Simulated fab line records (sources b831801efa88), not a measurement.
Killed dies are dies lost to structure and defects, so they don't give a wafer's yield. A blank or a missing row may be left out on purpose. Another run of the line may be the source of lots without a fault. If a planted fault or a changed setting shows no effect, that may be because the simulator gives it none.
The same fault as seen by 2 desks | flow sfqLine | only its own numbers are on each desk; what lay behind them is given at the end

== FOR THE TOOL OWNER'S DESK: pvdSputter-06 ==
The tool's own readings at SFQ_TRILAYER_M1_DEP_SPUTTER_037 (material Nb, target thk 200 nm, time 133.3 s): means of the sampled wafers that have a number, for each lot that ran on this tool. If a lot's mean is further than 4 standard deviations from the usual mean, the lot is out of limits and carries the mark OUT (the distance appears in the brackets).
Columns: A = throttleValvePct at SFQ_TRILAYER_M1_DEP_SPUTTER_037, usual 29.8 %
lot  | first seen here | A
L237 | day 10 15:36    | 29.2
L240 | day 11 17:54    | 28.3
L241 | day 11 23:54    | 28.4
L254 | day 16 00:01    | 29.4
L255 | day 16 10:49    | 29.7
L257 | day 17 01:02    | 28.5
Finding of this desk: none of the 6 lots has anything out of limits.

== FROM THE METROLOGY DESK ==
Lot by lot, what the gauges showed, no matter which tool ran the lot: averages of those sampled wafers that carry a number. If a lot's mean is further than 4 standard deviations from the usual mean, the lot is out of limits and carries the mark OUT (the distance appears in the brackets).
Columns: A = L0V_OVL at SFQ_L0V_OVL_MEAS_903, usual 4 nm; B = M1_NB_RS at SFQ_M1_RS_MEAS_909, usual 0.887 ohm/sq
lot  | first seen here | A  | B
L235 | day 5 04:38     | 3  | 0.895
L237 | day 5 11:50     | 15 | 0.879
L240 | day 6 13:47     | -3 | 0.644 (-19) OUT
L241 | day 6 18:35     | 15 | 0.761 (-9.7) OUT
L243 | day 7 04:11     | 7  | 0.886
L248 | day 8 07:47     | 4  | 0.919
L249 | day 8 13:47     | 10 | 0.891
L251 | day 9 02:59     | 3  | 0.885
L252 | day 9 15:49     | 5  | 0.889
L253 | day 9 19:25     | -1 | 0.888
L254 | day 9 23:01     | 5  | 0.872
L255 | day 10 06:13    | 5  | 0.898
L257 | day 10 15:49    | 2  | 0.873
L258 | day 11 00:19    | 3  | 0.903
Finding of this desk: L240, L241 out of limits, first seen on L240 at day 11 18:02 (M1_NB_RS at SFQ_M1_RS_MEAS_909). L235, L237, L243, L248, L249, L251, L252, L253, L254, L255, L257, L258 stayed within limits.

== BROUGHT TOGETHER ==
Metrology desk: alarm possible at day 11 18:02 on L240, L241.
Nothing out of limits was seen by the tool owner's desk.
The tool owner's desk has L240, L241 on record, within its limits.
Of the lots named, all ran SFQ_TRILAYER_M1_DEP_SPUTTER_037 on pvdSputter-06.

== WHAT THE SIMULATOR HAD INSERTED ==
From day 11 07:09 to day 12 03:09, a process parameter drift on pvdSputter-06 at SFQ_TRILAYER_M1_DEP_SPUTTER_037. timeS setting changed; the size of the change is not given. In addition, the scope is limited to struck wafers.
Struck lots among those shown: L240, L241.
Time in hours between the start of the fault and the first out-of-limits reading at each desk: metrology desk, 11.
